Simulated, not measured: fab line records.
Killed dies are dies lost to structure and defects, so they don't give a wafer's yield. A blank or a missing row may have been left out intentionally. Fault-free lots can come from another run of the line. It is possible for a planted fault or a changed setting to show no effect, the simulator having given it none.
Matching of chambers | flow gf180mcu | 4 sister chambers for GF_V5_CMP_26 on cmp-01
The step polishes, stops on SiO2, t overpolish 15 s, target thk 0 nm. 4 wafers are shown with their chamber, then 12 later ones without.

## WAFERS, EACH WITH ITS CHAMBER
wafer  | chamber | motor_current_A (A)
L091.5 | 2       | 9.4
L093.2 | 3       | 11.1
L093.3 | 0       | 9.7
L093.4 | 1       | 13.8

## WAFERS WHOSE CHAMBER IS MISSING
wafer  | motor_current_A (A)
L093.1 | 9.6
L093.5 | 9.9
L093.6 | 10.8
L095.1 | 9.5
L095.5 | 11.1
L095.6 | 9.3
L096.1 | 10.1
L096.4 | 10.9
L096.5 | 13.9
L097.1 | 9.3
L097.5 | 10.4
L097.6 | 10.4

## WHICH CHAMBER EACH WENT THROUGH
wafer  | from the rows above          | in truth
L093.1 | can't be placed: 0 or 2      | 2
L093.5 | can't be placed: 0 or 2      | 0
L093.6 | 3                            | 3
L095.1 | can't be placed: 2 or 0      | 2
L095.5 | 3                            | 3
L095.6 | can't be placed: 2 or 0      | 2
L096.1 | can't be placed: 0 or 2 or 3 | 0
L096.4 | 3                            | 3
L096.5 | 1                            | 1
L097.1 | can't be placed: 2 or 0      | 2
L097.5 | can't be placed: 3 or 0 or 2 | 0
L097.6 | can't be placed: 3 or 0 or 2 | 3
4 of 12 placed correctly. From these rows, 8 cannot be placed; in 8 the true chamber is one of the candidates. Placed wrongly: 0.
How it was worked out, from the rows above alone: a wafer's distance from a chamber is the root of the sum, over the readings, of the square of ((its reading less the chamber's mean) divided by the reading's scatter). The wafer belongs to the nearest chamber; if the next one is less than 2 further off, it can't be placed. For every chamber, the mean is computed from those of its wafers that are shown. The scatter: with one shown wafer a chamber, the root of the mean of the squares of how far each hidden wafer lies from its nearest shown one.
